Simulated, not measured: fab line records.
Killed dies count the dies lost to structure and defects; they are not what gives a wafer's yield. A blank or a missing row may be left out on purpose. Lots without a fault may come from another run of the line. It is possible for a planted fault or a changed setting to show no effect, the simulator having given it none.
Comparing a struck lot with a sound one ; flow sky130 ; 15 out of 708 route steps
Sound: the wafers L997.2, L997.3, L997.4. The struck wafers were L993.1, L993.2, L993.4. At the end, the cause is stated.
Per side, at each step with rows, come the tool, then ch with its chambers, and then its first start. Under that, the readings that differ: sound wafers ; struck wafers ; difference of the means ; sigmas: that difference in standard deviations of wafers without a fault.
alike: same words and numbers on both sides, and readings whose means sit less than 2 such deviations apart. not compared: any withheld reading, any reading some wafer has no value for, any bound like >300 that may hide the same value, and any number with overlapping values for which the record gives no deviation.
Wherever a step has rows on one side only, a row that says differs or no value, or a row with sigmas, the two part there. Numbers that don't overlap but have no deviation are shown without sigmas and don't part them. A reading that every wafer of one side lacks parts them only if that side has two wafers or more.

SKY_LDD_HVP_TW_MEAS_10:
  sound on filmMetro-04 at day 27 17:57; struck on filmMetro-02 at day 26 18:35
  alike: LDD_HVP_TW
then, 7 steps without rows for these wafers: SKY_LDD_LDN_DEHYDRATE_00 (time 60 s); SKY_LDD_LDN_HMDS_01 (prime time 60 s); SKY_LDD_LDN_COAT_02 (resist thk 1140 nm); SKY_LDD_LDN_SOFTBAKE_03 (time 60 s); SKY_LDD_LDN_EXPOSE_04 (exposes mask LDNTM, target cd 700 nm); SKY_LDD_LDN_PEB_05; SKY_LDD_LDN_DEVELOP_06 (develop time 60 s).
SKY_LDD_LDN_OVL_MEAS_07:
  sound on overlay-01 at day 28 23:23; struck on overlay-01 at day 27 23:32
  alike: LDD_LDN_OVL
then, 3 steps without rows for these wafers: SKY_LDD_LDN_IMPLANT_08; SKY_LDD_LDN_IMPLANT_09; SKY_LDD_LDN_IMPLANT_10.
SKY_LDD_LDN_IMPLANT_11:
  struck on implanter-01, day 28 00:02; sound on implanter-02 ch 0, day 28 23:53
  no value came back on the struck wafers for beamEnergyKeV, beamOnS (s); on the sound wafers beamEnergyKeV reads 15.002 15.000 14.999
SKY_LDD_LDN_STRIP_12: strips in O2/N2.
  sound on plasmaAsher-04 ch 0,1, day 29 00:01; struck on plasmaAsher-02 ch 0,1, day 28 00:11
  alike: drypumpMotorCurrentA, oesProductAu, stripTimeToEndpointS
  not compared: rfHoursCounterH
SKY_LDD_LDN_TW_MEAS_13:
  sound on filmMetro-01 at day 29 00:08; struck on filmMetro-04 at day 28 00:30
reading;sound;struck;difference;sigmas
LDD_LDN_TW;1482 1474 1479;1360 1351 1360;-121;-16
  not compared: hold

## WHERE THEY PART
First at SKY_LDD_LDN_IMPLANT_11; last, within this record, at SKY_LDD_LDN_TW_MEAS_13.

WHY: whatever the simulator had introduced
Beginning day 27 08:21, the whole step at SKY_LDD_LDN_IMPLANT_11 was skipped on implanter-01. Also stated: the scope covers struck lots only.
